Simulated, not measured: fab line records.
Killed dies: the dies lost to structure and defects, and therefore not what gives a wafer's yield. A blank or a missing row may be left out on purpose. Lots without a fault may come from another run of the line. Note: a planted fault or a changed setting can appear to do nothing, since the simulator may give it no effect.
Chamber matching    flow sfq line    SFQ_TRILAYER_I4_CMP_CMP_100 on cmp-02: 4 sister chambers
The step polishes SiO2. 8 wafers are shown with their chamber, then 8 later ones without.

EACH WAFER AND ITS CHAMBER
wafer   chamber  motor current A (A)  time to endpoint s (s)
L462.5  1        9.4                  235
L471.1  3        10.1                 223
L471.3  1        9.0                  223
L471.5  3        9.9                  232
L472.2  0        9.2                  207
L472.4  2        10.4                 201
L472.6  0        9.6                  211
L473.4  2        10.1                 201

WAFERS WITH NO CHAMBER GIVEN
wafer   motor current A (A)  time to endpoint s (s)
L473.2  9.5                  197
L473.3  9.0                  205
L475.1  8.9                  223
L475.4  9.0                  228
L475.2  9.7                  207
L478.3  10.1                 202
L478.1  9.0                  219
L478.4  8.7                  210

WHICH CHAMBER EACH ONE RAN IN
wafer    from the rows above       in truth
L473.2   can't be placed: 0 or 2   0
L473.3   0                         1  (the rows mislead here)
L475.1   can't be placed: 1 or 0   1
L475.4   1                         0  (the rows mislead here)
L475.2   can't be placed: 0 or 2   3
L478.3   2                         2
L478.1   can't be placed: 1 or 0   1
L478.4   can't be placed: 0 or 1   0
Placed correctly: 1 of 8. Cannot be placed on the basis of these rows: 5; the candidates contain the true chamber in 4. Placed wrongly: 2.
How it was worked out, from the rows above alone: a wafer's distance from a chamber is the root of the sum, over the readings, of the square of ((its reading less the chamber's mean) divided by the reading's scatter). The wafer belongs to the nearest chamber; if the next one is less than 2 further off, it can't be placed. For every chamber, the mean is computed from those of its wafers that are shown. How the scatter is found: for the shown wafers, subtract from each reading the mean of its chamber, square and add these, divide the total by (wafers less chambers), then take the root.
